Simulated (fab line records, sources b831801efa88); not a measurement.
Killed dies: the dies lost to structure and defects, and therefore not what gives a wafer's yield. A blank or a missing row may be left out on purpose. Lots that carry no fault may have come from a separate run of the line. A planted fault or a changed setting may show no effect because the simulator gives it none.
What tool caused it?    flow sky130    33 wafers sampled from 11 lots at 1 step of a route of 708

## WHAT EACH GAUGE READ, for each wafer
SKY_LI_CONTACT_OVL_MEAS_13. Usual: LI_CONTACT_OVL typically reads 0 nm, with standard deviation 5.5.
lot   measured      on          LI_CONTACT_OVL (nm)  flag
L343  day 29 12:14  overlay-01  -5 -7 -5             
L348  day 31 12:32  overlay-01  -1 -1 -2             
L350  day 31 16:17  overlay-02  -6 0 2               
L349  day 31 17:29  overlay-01  5 2 8                
L352  day 32 14:09  overlay-01  6 9 3                
L353  day 32 16:36  overlay-02  6 6 7                
L354  day 33 09:37  overlay-02  -5 -3 -6             
L358  day 34 05:51  overlay-01  1 7 -7               
L361  day 35 09:48  overlay-02  2 -6 -8              
L362  day 35 12:05  overlay-01  2 1 2                
L366  day 36 10:21  overlay-01  -4 -6 -6             

## WHICH TOOL RAN EACH LOT (tool, then ch and the chambers of the sampled wafers, then the start)
There is no process step in the record ahead of these readings.

## WHAT THE TOOLS THEMSELVES READ (means of the sampled wafers that have a number; where no wafer has one, the mark that the record gives instead)
The record holds no such reading with a usual standard deviation.

## THE ANSWER, worked out from the rows above alone
Rule: lot off if the mean of its wafers having a number is beyond 3 standard deviations from the usual mean. Also off: a lot with no number at a reading for which 4 or more lots have one. Where the step has rows for the other lots, those lots are counted as sound. First the gauges in route order, then the tools' own readings, where a lot's mean is used as printed above. The first step at which some lot is off is used, and at that step the reading that is off furthest; a lot without a number counts as furthest.
No lot is off on any of the readings shown, so nothing can be concluded from this.

## WHAT HAD BEEN PUT IN BY THE SIMULATOR
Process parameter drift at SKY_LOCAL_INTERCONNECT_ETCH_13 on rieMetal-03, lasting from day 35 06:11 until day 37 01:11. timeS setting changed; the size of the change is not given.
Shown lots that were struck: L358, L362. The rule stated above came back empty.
